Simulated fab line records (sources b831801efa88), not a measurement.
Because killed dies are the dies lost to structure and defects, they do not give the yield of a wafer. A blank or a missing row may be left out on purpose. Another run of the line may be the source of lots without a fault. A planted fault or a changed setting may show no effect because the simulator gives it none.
Which tool is to blame? | flow sky130 | 11 lots, 33 wafers sampled, at 5 steps of a route of 708

WHAT EACH GAUGE READ, for each wafer
SKY_POLY_GATE_OVL_MEAS_14. Usual: POLY_GATE_OVL 6 nm, standard deviation 5.6.
lot  | measured     | on         | POLY_GATE_OVL (nm) | flag
L271 | day 16 10:57 | overlay-02 | 4 6 5              |
L272 | day 16 17:54 | overlay-02 | 5 2 -6             |
L273 | day 17 01:29 | overlay-01 | 7 19 16            |
L275 | day 17 23:34 | overlay-01 | 7 7 4              |
L279 | day 19 05:36 | overlay-01 | 10 -1 3            |
L281 | day 19 22:41 | overlay-01 | 6 5 6              |
L282 | day 20 12:22 | overlay-01 | 4 -1 -5            |
L286 | day 22 05:35 | overlay-01 | 13 7 6             |
L288 | day 22 22:32 | overlay-01 | 5 2 11             |
L289 | day 23 11:04 | overlay-02 | 9 4 13             |
L294 | day 24 17:16 | overlay-02 | 8 6 12             |

SKY_CAPM_THK_MEAS_01. Usual: CAPM_CVD_00_THK 15.46 nm, standard deviation 0.21.
lot  | measured     | on            | CAPM_CVD_00_THK (nm) | flag
L271 | day 36 09:18 | film metro-03 | 15.30 15.31 15.56    |
L272 | day 36 13:37 | film metro-03 | 15.71 15.45 15.95    |
L273 | day 36 21:24 | film metro-02 | 15.33 15.32 15.58    |
L275 | day 37 21:32 | film metro-03 | 15.46 15.66 15.81    |
L279 | day 38 17:19 | film metro-02 | 15.40 15.66 15.72    |
L281 | day 39 10:22 | film metro-03 | 15.02 15.19 15.19    |
L282 | day 39 18:46 | film metro-02 | 15.24 15.72 15.92    |
L286 | day 41 01:42 | film metro-01 | 7.07 15.42 15.60     | OFF
L288 | day 41 15:44 | film metro-01 | 15.49 15.39 7.46     | OFF
L289 | day 42 03:20 | film metro-02 | 15.46 15.65 15.54    |
L294 | day 43 06:11 | film metro-02 | 15.66 15.59 15.70    |

SKY_METAL3_OVL_MEAS_14. Usual: METAL3_OVL -1 nm, standard deviation 7.2.
lot  | measured     | on         | METAL3_OVL (nm) | flag
L271 | day 38 13:32 | overlay-02 | 15 9 10         |
L272 | day 38 17:05 | overlay-02 | 2 3 10          |
L273 | day 39 01:02 | overlay-01 | -7 -4 2         |
L275 | day 40 00:35 | overlay-02 | 5 6 7           |
L279 | day 40 19:50 | overlay-02 | -1 -6 -2        |
L281 | day 41 11:59 | overlay-02 | 6 13 -2         |
L282 | day 41 20:21 | overlay-02 | -1 -8 -1        |
L286 | day 43 02:26 | overlay-01 | -9 -4 -10       |
L288 | day 43 15:35 | overlay-01 | -8 -9 -13       |
L289 | day 44 02:44 | overlay-02 | -2 -3 -5        |
L294 | day 45 03:34 | overlay-02 | -4 -4 -11       |

WHICH TOOL RAN EACH LOT (tool, then ch and the chambers of the sampled wafers, then the start)
lot  | SKY_VIA2_ETCH_14                   | SKY_CAPM_CVD_00
L271 | rie diel-01 ch 1,3, day 36 07:23   | pecvd-04 ch 0,1,2, day 36 09:17
L272 | rie diel-01 ch 0,1,3, day 36 12:02 | pecvd-04 ch 0,2, day 36 13:35
L273 | rie diel-01 ch 1,3, day 36 19:38   | pecvd-03 ch 0,2, day 36 21:22
L275 | rie diel-02 ch 1,2, day 37 19:59   | pecvd-03 ch 1,2, day 37 21:30
L279 | rie diel-02 ch 1,3, day 38 15:31   | pecvd-04 ch 0,1, day 38 17:18
L281 | rie diel-04 ch 1,2,3, day 39 08:44 | pecvd-03 ch 1,2, day 39 10:21
L282 | rie diel-04 ch 2,3, day 39 17:10   | pecvd-04 ch 2, day 39 18:44
L286 | rie diel-01 ch 0,2,3, day 40 23:56 | pecvd-04 ch 0,1, day 41 01:40
L288 | rie diel-02 ch 0,1,2, day 41 14:08 | pecvd-04 ch 0,1,2, day 41 15:43
L289 | rie diel-01 ch 0,1,2, day 42 01:47 | pecvd-02 ch 1,2, day 42 03:19
L294 | rie diel-01 ch 1,2,3, day 43 04:36 | pecvd-03 ch 0,1,2, day 43 06:09
- SKY_VIA2_ETCH_14: etches BARC in N2/H2, stops on SiO2, time 45.9 s, target depth 60 nm.
- SKY_CAPM_CVD_00: deposits SiO2, target thk 15.5 nm.

WHAT THE TOOLS THEMSELVES READ (means of the sampled wafers that have a number; where no wafer has one, the mark that the record gives instead)
SKY_VIA2_ETCH_14. Usual: drypump motor current A 5.7 A, standard deviation 0.35; n2 flow sccm 100.0 sccm, standard deviation 0.31; oes product au 0.855 a.u., standard deviation 0.0047; throttle valve pct 13.224 %, standard deviation 0.0092.
lot  | tool        | drypump motor current A (A) | n2 flow sccm (sccm) | oes product au (a.u.) | throttle valve pct (%) | flag
L271 | rie diel-01 | 5.5                         | 100.0               | 0.852                 | 13.222                 |
L272 | rie diel-01 | 5.6                         | 100.0               | 0.856                 | 13.231                 |
L273 | rie diel-01 | 5.5                         | 100.2               | 0.856                 | 13.223                 |
L275 | rie diel-02 | 5.8                         | 99.8                | 0.854                 | 13.229                 |
L279 | rie diel-02 | 5.9                         | 100.1               | 0.859                 | 13.236                 |
L281 | rie diel-04 | 5.8                         | 100.0               | 0.855                 | 13.226                 |
L282 | rie diel-04 | 6.2                         | 100.4               | 0.860                 | 13.217                 |
L286 | rie diel-01 | 5.6                         | 100.0               | 0.858                 | 13.219                 |
L288 | rie diel-02 | 5.6                         | 100.0               | 0.859                 | 13.236                 |
L289 | rie diel-01 | 5.8                         | 99.9                | 0.849                 | 13.220                 |
L294 | rie diel-01 | 5.7                         | 100.2               | 0.851                 | 13.225                 |

SKY_CAPM_CVD_00. Usual: heater power w reads 727 W (standard deviation 97).
lot  | tool     | heater power w (W) | flag
L271 | pecvd-04 | 727                |
L272 | pecvd-04 | 732                |
L273 | pecvd-03 | 810                |
L275 | pecvd-03 | 679                |
L279 | pecvd-04 | 753                |
L281 | pecvd-03 | 762                |
L282 | pecvd-04 | 748                |
L286 | pecvd-04 | 747                |
L288 | pecvd-04 | 759                |
L289 | pecvd-02 | 677                |
L294 | pecvd-03 | 708                |

THE ANSWER, worked out from the rows above alone
Rule: lot off if the mean of its wafers having a number is beyond 3 standard deviations from the usual mean. Also off: a lot with no number at a reading for which 4 or more lots have one. Where the step has rows for the other lots, those lots are counted as sound. First the gauges in route order, then the tools' own readings, where a lot's mean is used as printed above. At the first step where some lot is off, the reading lying furthest off is the one used; lots without a number count as furthest.
Off: at SKY_CAPM_THK_MEAS_01 (CAPM_CVD_00_THK), L286, L288.
A tool fits if, at a process step before that reading, it ran every lot that is off, and no sound lot after the first of them. Those tools and the gauges at SKY_CAPM_THK_MEAS_01 are tried in the same way. 2 tools fit, pecvd-04 at SKY_CAPM_CVD_00 and film metro-01 at SKY_CAPM_THK_MEAS_01, so this cannot tell which one it is.

WHAT WAS PUT IN BY THE SIMULATOR
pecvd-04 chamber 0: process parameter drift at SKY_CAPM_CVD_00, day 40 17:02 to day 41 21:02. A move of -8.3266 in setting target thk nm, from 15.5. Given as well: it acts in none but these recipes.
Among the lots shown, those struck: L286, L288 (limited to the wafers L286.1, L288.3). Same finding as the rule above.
